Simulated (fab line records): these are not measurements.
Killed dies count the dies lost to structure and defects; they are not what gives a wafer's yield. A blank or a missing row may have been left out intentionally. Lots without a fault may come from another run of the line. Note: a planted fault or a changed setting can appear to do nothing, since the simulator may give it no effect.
A struck lot beside a sound one | flow gf180mcu | 14 steps out of a route of 602
Sound: wafers L163.3, L163.4, L163.5. Wafers struck: L161.3, L161.4, L161.6. The cause is named last.
Per side, at each step with rows, come the tool, then ch with its chambers, and then its first start. Under that, the readings that differ: sound wafers | struck wafers | difference of the means | sigmas: that difference in standard deviations of wafers without a fault.
alike: readings with means less than 2 such deviations apart, plus words and numbers identical on both sides. not compared: withheld readings, readings lacking a value on some wafer, bounds such as >300 that could conceal the same value, and numbers that have no deviation in the record and whose values overlap.
The two part at a step that has a row with sigmas, a row that says differs or no value, or rows on one side only. Numbers that don't overlap but have no deviation are shown without sigmas and don't part them. A reading that every wafer of one side lacks parts them only if that side has two wafers or more.

GF_M3_SPUTTER_01: material TiN, target thk 30 nm, time 25 s.
  struck on pvd sputter-04, day 25 13:47; sound on pvd sputter-02, day 25 18:44
  alike: throttle valve pct
GF_M3_SPUTTER_02: material AlCu, target thk 450 nm, time 23.9 s.
  struck on pvd sputter-04, day 25 13:49; sound on pvd sputter-02, day 25 18:47
  alike: throttle valve pct
GF_M3_SPUTTER_03: material Ti, target thk 10 nm, time 6.7 s.
  struck on pvd sputter-04, day 25 13:50; sound on pvd sputter-02, day 25 18:49
  alike: throttle valve pct
GF_M3_SPUTTER_04: material TiN, target thk 50 nm, time 41.7 s.
  struck on pvd sputter-04, day 25 13:52; sound on pvd sputter-02, day 25 18:50
  alike: throttle valve pct
GF_M3_RS_MEAS_05: measures by four-point-probe.
  struck on film metro-03, day 25 13:56; sound on film metro-03, day 25 18:55
  alike: M3_ALCU_RS
GF_M3_THK_MEAS_06: measures by xrf.
  struck on film metro-03, day 25 14:02; sound on film metro-03, day 25 19:01
  alike: M3_ALCU_THK
then, 6 steps without rows for these wafers: GF_M3_DEHYDRATE_07 (time 60 s); GF_M3_HMDS_08 (prime time 60 s); GF_M3_COAT_09 (resist thk 1000 nm); GF_M3_SOFTBAKE_10 (time 60 s); GF_M3_EXPOSE_11 (exposes mask Metal3, target cd 280 nm); GF_M3_PEB_12 (peb time 90 s).
GF_M3_DEVELOP_13: develop time 60 s.
  sound on litho track-01 ch 0, day 26 14:54; struck on litho track-02, day 26 10:42
  no value came back on the struck wafers for chill plate temp C (C), develop time s (s); on the sound wafers chill plate temp C (C) reads 22.83 23.00 22.93
  reading                             | sound           | struck            | difference | sigmas
  model.KrF_of_M3_COAT_09.thk nm (nm) | 986.6 987 989.7 | 998.1 999.5 997.9 | +10.7      |
GF_M3_CD_MEAS_14: the cd target is 280 nm.
  struck on cd sem-01, day 26 10:50; sound on cd sem-01, day 26 15:02
  reading    | sound             | struck | difference                    | sigmas
  cd nm (nm) | 281.2 280.2 280.6 | - - -  | no value on the struck wafers |

## WHERE THEY PART
First at GF_M3_DEVELOP_13; last, within this record, at GF_M3_CD_MEAS_14.

WHY: what had been put in by the simulator
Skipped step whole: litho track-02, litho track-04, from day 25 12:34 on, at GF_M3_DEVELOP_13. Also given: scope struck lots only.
